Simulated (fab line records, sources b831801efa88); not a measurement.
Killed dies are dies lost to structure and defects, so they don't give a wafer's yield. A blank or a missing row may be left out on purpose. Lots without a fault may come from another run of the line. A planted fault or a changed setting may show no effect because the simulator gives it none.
Which tool did it? | flow sky130 | 12 lots, 36 wafers sampled, at 1 step of a route of 708

WHAT THE GAUGES READ, wafer by wafer
SKY_PWDE_OVL_MEAS_07.
lot  | measured    | on         | PWDE_OVL (nm)
L075 | day 4 01:56 | overlay-02 | -1.5 0.6 -0.4
L077 | day 4 16:40 | overlay-02 | -1.1 0.5 -0.3
L079 | day 5 01:19 | overlay-02 | 1.4 2.6 3.3
L081 | day 5 15:03 | overlay-02 | 0.3 1.5 0.4
L083 | day 5 22:30 | overlay-02 | -1.5 1.0 -2.7
L085 | day 6 14:00 | overlay-01 | 1.8 2.9 -1.1
L087 | day 6 23:02 | overlay-02 | 4.6 1.3 2.2
L089 | day 7 07:37 | overlay-02 | 1.7 0.5 0.8
L091 | day 7 18:43 | overlay-01 | 2.8 0.1 2.6
L093 | day 8 08:55 | overlay-01 | 5.2 5.9 4.8
L095 | day 8 20:22 | overlay-01 | 2.4 0.6 0.4
L097 | day 9 04:37 | overlay-01 | 1.4 0.8 1.8

WHICH TOOL RAN EACH LOT (tool, then ch and the chambers of the sampled wafers, then the start)
The record holds no process step before these readings.

THE ANSWER, worked out from the rows above alone
Rule: what is usual is taken from the lots themselves. Put in order of their means at a reading, lots are off if they are a third of the lots or fewer, leave a main group of 4 or more, and stand apart from it by a gap of 3 or more times the standard deviation of the main group's means; of several such gaps the widest counts. A main group whose means are all the same, to the digits that the tables above print for the reading, isn't used. A lot without any number at a reading at which 4 lots or more have one is off too. The other lots that the step has rows for count as sound.
No lot is off at any reading shown: from this, nothing can be told.

WHAT THE SIMULATOR HAD PUT IN
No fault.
